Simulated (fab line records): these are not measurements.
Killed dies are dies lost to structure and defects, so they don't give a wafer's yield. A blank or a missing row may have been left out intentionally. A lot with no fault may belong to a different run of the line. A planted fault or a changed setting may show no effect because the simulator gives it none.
fab line records	flow gf180mcu
record: lots: 6	wafers: 16	lastDay: 34
route steps=602 shown V1@351 M2@362
lots with no fault: from the same line, run without faults
startH: hours from the record's first day to the start of the lot's first wafer shown	waitH: hours elapsed since this lot's preceding step	" repeats the value in the row above	L1.1+2: a single row standing in for several wafers	- no value, or no start was given	* or withheld: withheld	< > ~ a bound
route shown NAME@n: names a module that has steps shown in the file, with the first one's number in the route	usual: mean and standard deviation over wafers with no fault	same: alike in all rows	chamber/n: place in a boat	sites: readings site by site	_std_site: standard deviation of those values	_edge_site: the outer-site mean with the inner-site mean subtracted	radiusMm: how far each site lies from the wafer's centre	mask NAME#n: copy n	behind: the tool/chamber that last shaped the wafer	hold: what put the lot on hold/how long, in hours/how the hold closed	device: transistor that didn't switch, given as n, p or np	end of line: tests of these same wafers at the route's end	step lacking rows: just its recipe	killed: at the first sort, the dies lost to defects and structure; wafer yield is something else	map: a wafer's dies, marking killed ones x, the rest . and places with no die _
set.NAME: the setting the step ran with; set.NAME@STEP: the setting that earlier step ran with	model.NAME: the simulator's own value behind a step, which no gauge read
lots seen at some steps along the route; tables by step, rows by wafer
services: when a tool's chamber went out of use (startH, in hours from the record's first day, below 0 if earlier), for how many hours, and the reason
== steps ==
step: GF_V1_ETCH_16
recipe: chemistry: N2/H2	targetDepthA: withheld	overetchA: withheld	timeS: withheld	target: BARC	ionEnergyEv: 200	sourceW: 500	biasW: 100	pressureMtorr: 30	n2FlowSccm: 100	h2FlowSccm: 200
step: GF_V1_ETCH_17
recipe: chemistry: C4F8/O2/Ar	maskMaterial: KrF	target: SiO2	stopOn: TiN	sourceW: 1500	biasW: 1200	pressureMtorr: 40	c4f8FlowSccm: withheld	O2_flow_sccm: 6	Ar_flow_sccm: 300	timeS: withheld	targetDepthA: 6300
usual: oesProductAu: 0.856/0.0047
lot.wafer	tool	chamber	startH	waitH	oesProductAu
L467.1	rieDiel-01	3	-	-	0.862
L467.4	"	2	"	"	0.850
L467.6	"	3	"	"	0.868
L470.2	rieDiel-04	1	-	-	0.850
L470.4	"	0	"	"	0.850
L470.6	"	2	"	"	0.850
L476.1	rieDiel-01	3	-	-	0.856
L478.1	rieDiel-04	3	-	-	0.859
L478.3	"	0	"	"	0.855
L478.6	"	3	"	"	0.859
L484.1	rieDiel-01	1	-	-	0.853
L484.5	"	0	"	"	0.854
L484.6	"	1	"	"	0.857
L487.1	rieDiel-01	1	-	-	0.861
L487.3	"	3	"	"	0.863
L487.4	"	3	"	"	0.854
step: GF_V1_STRIP_18
recipe: chemistry: O2/N2	powerW: 1400	pressureMtorr: 1500	platenTempC: 250	o2FlowSccm: 3000	n2FlowSccm: 300	overashFraction: 0.5
step: GF_V1_STRIP_19
recipe: chemistry: postEtchResidueRemover	timeS: 1200	tempC: 72.5
step: GF_V1_CLEAN_20
recipe: chemistry: DIW	dry: n2Spin
step: GF_V1_SPUTTER_21
recipe: material: Ti	targetThkNm: 15	chamberPressurePa: 5	powerW: 2500	substrateTempC: 200	timeS: 80.02
usual: cathodeDcPowerW: 2499.9/0.45	throttleValvePct: 30.0/0.76
lot.wafer	tool	chamber	startH	waitH	cathodeDcPowerW	throttleValvePct
L467.1	pvdSputter-04	-	443.38	0.0	2500.7	30.5
L467.4	"	-	"	"	2500.0	30.1
L467.6	"	-	"	"	2499.8	30.7
L470.2	pvdSputter-02	-	474.17	0.0	2500.0	31.1
L470.4	"	-	"	"	2500.3	30.3
L470.6	"	-	"	"	2500.6	30.0
L476.1	pvdSputter-03	-	525.64	0.0	2500.1	30.3
L478.1	pvdSputter-04	-	543.74	0.0	2499.2	30.5
L478.3	"	-	"	"	2499.7	30.1
L478.6	"	-	"	"	2500.3	30.7
L484.1	pvdSputter-03	-	586.15	0.0	2499.8	30.0
L484.5	"	-	"	"	2499.6	29.1
L484.6	"	-	"	"	2499.4	29.4
L487.1	pvdSputter-02	-	609.81	0.0	2499.0	30.0
L487.3	"	-	"	"	2499.1	30.8
L487.4	"	-	"	"	2499.6	29.9
step: GF_V1_SPUTTER_22
recipe: material: TiN	targetThkNm: 10	chamberPressurePa: 5	powerW: 4000	timeS: 40
usual: cathodeDcPowerW: 4000.0/0.72	throttleValvePct: 30.0/0.76
lot.wafer	tool	chamber	startH	waitH	cathodeDcPowerW	throttleValvePct
L467.1	pvdSputter-04	-	443.45	0.0	4001.0	30.4
L467.4	"	-	"	"	4000.7	29.9
L467.6	"	-	"	"	4000.3	31.2
L470.2	pvdSputter-02	-	474.23	0.0	4000.4	30.8
L470.4	"	-	"	"	4000.3	30.1
L470.6	"	-	"	"	4000.2	29.9
L476.1	pvdSputter-03	-	525.70	0.0	4000.1	30.4
L478.1	pvdSputter-04	-	543.80	0.0	4000.3	30.4
L478.3	"	-	"	"	3998.7	30.0
L478.6	"	-	"	"	3999.8	30.8
L484.1	pvdSputter-03	-	586.21	0.0	4000.3	30.1
L484.5	"	-	"	"	4000.3	29.1
L484.6	"	-	"	"	4000.2	29.4
L487.1	pvdSputter-02	-	610.70	0.9	3999.8	30.2
L487.3	"	-	"	"	3999.3	31.0
L487.4	"	-	"	"	3999.2	29.8
step: GF_V1_CVD_23
recipe: material: W	targetThkNm: 350	timeS: 105.05	tempC: 400	pressureTorr: 40
usual: heaterPowerW: 812/70
lot.wafer	tool	chamber	startH	waitH	heaterPowerW
L467.1	cvdW-02	1	443.48	0.0	729
L467.4	"	0	"	"	826
L467.6	"	0	"	"	852
L470.2	cvdW-02	1	474.27	0.0	707
L470.4	"	1	"	"	710
L470.6	"	0	"	"	826
L476.1	cvdW-01	1	525.74	0.0	862
L478.1	cvdW-02	1	543.84	0.0	731
L478.3	"	1	"	"	720
L478.6	"	0	"	"	858
L484.1	cvdW-01	0	586.25	0.0	913
L484.5	"	0	"	"	916
L484.6	"	0	"	"	896
L487.1	cvdW-01	1	610.74	0.0	861
L487.3	"	1	"	"	869
L487.4	"	0	"	"	905
step: GF_V1_RS_MEAS_24
recipe: thkMeasGauge: four-point-probe	reads: W_of_V1_CVD_23+TiN_of_V1_SPUTTER_22+Ti_of_V1_SPUTTER_21
usual: V1_W_RS: 0.326/0.0036
lot.wafer	tool	chamber	startH	waitH	V1_W_RS[ohm/sq]
L467.1	filmMetro-03	-	443.60	0.1	0.332
L467.4	"	-	"	"	0.327
L467.6	"	-	"	"	0.330
L470.2	filmMetro-03	-	474.40	0.1	0.322
L470.4	"	-	"	"	0.322
L470.6	"	-	"	"	0.323
L476.1	filmMetro-04	-	525.85	0.1	0.323
L478.1	filmMetro-01	-	543.95	0.1	0.327
L478.3	"	-	"	"	0.330
L478.6	"	-	"	"	0.325
L484.1	filmMetro-01	-	586.47	0.2	0.331
L484.5	"	-	"	"	0.333
L484.6	"	-	"	"	0.338
L487.1	filmMetro-04	-	610.85	0.1	0.325
L487.3	"	-	"	"	0.325
L487.4	"	-	"	"	0.331
step: GF_V1_THK_MEAS_25
recipe: thkMeasGauge: xrf	reads: W_of_V1_CVD_23
usual: V1_W_THK: 344/4.5
lot.wafer	tool	chamber	startH	waitH	V1_W_THK[nm]
L467.1	filmMetro-03	-	443.72	0.1	338
L467.4	"	-	"	"	343
L467.6	"	-	"	"	340
L470.2	filmMetro-03	-	474.51	0.1	348
L470.4	"	-	"	"	345
L470.6	"	-	"	"	343
L476.1	filmMetro-04	-	525.97	0.1	346
L478.1	filmMetro-01	-	544.07	0.1	349
L478.3	"	-	"	"	344
L478.6	"	-	"	"	348
L484.1	filmMetro-01	-	586.59	0.1	341
L484.5	"	-	"	"	339
L484.6	"	-	"	"	332
L487.1	filmMetro-04	-	610.97	0.1	342
L487.3	"	-	"	"	345
L487.4	"	-	"	"	337
step: GF_V1_CMP_26
recipe: stopOn: SiO2	downForcePsi: 3.5	platenRpm: 60	tOverpolishS: 15	targetThkNm: 0	padVelocityMS: 0.94248
usual: motorCurrentA: 11.0/1.3	overpolishRunS: 14.999/0.0097	timeToEndpointS: 87/3.8
same: tOverpolishS: 15
lot.wafer	tool	chamber	startH	waitH	motorCurrentA	overpolishRunS	timeToEndpointS
L467.4	cmp-01	1	443.78	0.0	9.8	14.999	91
L467.1	"	2	"	"	10.3	14.998	85
L467.6	"	1	"	"	10.3	14.987	90
L470.2	cmp-02	0	474.79	0.3	10.9	15.006	83
L470.4	"	1	"	"	10.9	14.986	89
L470.6	"	2	"	"	13.1	14.971	85
L476.1	cmp-01	3	526.18	0.2	9.5	15.010	83
L478.1	cmp-01	3	544.13	0.1	9.1	14.996	89
L478.3	"	0	"	"	12.5	14.983	87
L478.6	"	0	"	"	13.3	14.994	91
L484.1	cmp-01	3	586.80	0.2	9.4	15.002	83
L484.6	"	0	"	"	12.6	14.999	85
L484.5	"	1	"	"	10.2	14.998	93
L487.3	cmp-02	1	611.03	0.0	9.9	14.993	88
L487.1	"	3	"	"	10.3	14.988	85
L487.4	"	0	"	"	10.4	14.991	82
step: GF_M2_SPUTTER_00
recipe: material: Ti	targetThkNm: 37.5	arrivingIonEnergyEv: 80	substrateTempC: 200	chamberPressurePa: 2	powerW: 4000	timeS: 150
step: GF_M2_SPUTTER_01
recipe: material: TiN	targetThkNm: 30	powerW: 6500	timeS: 25	chamberPressurePa: 0.4
usual: cathodeDcPowerW: 6499.9/1.2	throttleValvePct: 29.9/0.7
lot.wafer	tool	chamber	startH	waitH	cathodeDcPowerW	throttleValvePct	model.TiN_of_M2_SPUTTER_01.thkNm
L467.1	pvdSputter-03	-	444.18	0.1	6500.9	30.7	29.97
L467.4	"	-	"	"	6499.3	29.4	29
L467.6	"	-	"	"	6500.0	29.0	29.91
L470.2	pvdSputter-02	-	475.09	0.1	6499.1	30.8	30.06
L470.4	"	-	"	"	6502.0	29.7	29.58
L470.6	"	-	"	"	6498.5	29.6	29.55
L476.1	pvdSputter-02	-	526.43	0.1	5073.0	30.1	23.58
L478.1	pvdSputter-02	-	544.53	0.1	5076.1	30.0	23.74
L478.3	"	-	"	"	6500.6	29.9	30.75
L478.6	"	-	"	"	6499.2	30.0	30.58
L484.1	pvdSputter-03	-	587.05	0.1	6499.2	29.2	29.91
L484.5	"	-	"	"	6499.4	29.3	29.03
L484.6	"	-	"	"	6499.2	29.3	30.01
L487.1	pvdSputter-01	-	611.43	0.1	6500.0	28.9	29.76
L487.3	"	-	"	"	6499.1	28.9	30.12
L487.4	"	-	"	"	6499.8	30.0	29.68
step: GF_M2_SPUTTER_02
recipe: material: AlCu	targetThkNm: 450	powerW: 10600	timeS: 23.9	chamberPressurePa: 0.4
== services ==
tool	chamber	startH	hours	kind
cmp-01	-	463.07	6.1	pm
rieDiel-04	-	467.16	0.5	repair
pvdSputter-03	-	467.82	54.3	repair
rieDiel-01	3	471.23	5.9	repair
cvdW-02	-	475.61	0.3	repair
cmp-02	-	477.30	1.6	repair
pvdSputter-03	-	482.85	2.1	repair
cvdW-02	-	495.49	0.9	repair
cvdW-02	-	502.80	6.9	pm
cvdW-01	1	510.56	4.5	repair
cmp-01	-	518.64	5.8	repair
rieDiel-01	2	519.59	8.1	repair
pvdSputter-02	-	538.57	1.9	repair
cvdW-01	-	540.49	6.0	pm
cmp-01	-	561.73	10.1	repair
cmp-01	-	566.52	0.3	repair
cmp-01	-	568.57	0.4	repair
rieDiel-01	0	570.45	8.6	repair
cvdW-02	0	574.58	5.0	repair
pvdSputter-02	-	583.33	1.9	repair
pvdSputter-02	-	585.48	5.7	repair
cvdW-01	1	585.50	2.0	repair
cvdW-02	0	589.89	12.5	repair
rieDiel-01	0	608.86	3.0	repair
== key ==
firstSign: step: GF_M2_SPUTTER_01	reading: cathodeDcPowerW	direction: down	sigmas: 99+	usual: 6499.9	struck: 5074.6
effect none on later readings
modelEffect: step: GF_M2_SPUTTER_01	value: TiN_of_M2_SPUTTER_01.thkNm	without: 30.24	struck: 23.66
metAt GF_M2_SPUTTER_01
struckWafers L476.1,L478.1
sortLeftOut L476.1
testerLeftOut L476
earlierFault: kind: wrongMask	tool: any	chamber: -	onsetH: 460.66	steps: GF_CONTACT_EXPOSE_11	auxCopy: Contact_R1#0	cdOffsetNm: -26	scope: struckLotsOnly
fault: kind: processParameterDrift	tool: pvdSputter-02	chamber: -	onsetH: 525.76	steps: GF_M2_SPUTTER_01	channel: powerW	offset: -1425.2	shape: step	actsIn: theseRecipesOnly	stated: 6500	scope: struckWafersOnly
testerLeftOut: of these lots the tester's yield and bins aren't shown, on N5 and GAA mostly nor the transistor test; their killed dies are dies lost to structure and defects alone, not to doping, threshold or leakage, so they don't give the yield
sortLeftOut: the simulated sort isn't trusted on such a fault, so these wafers' sort isn't shown, and their yield isn't known
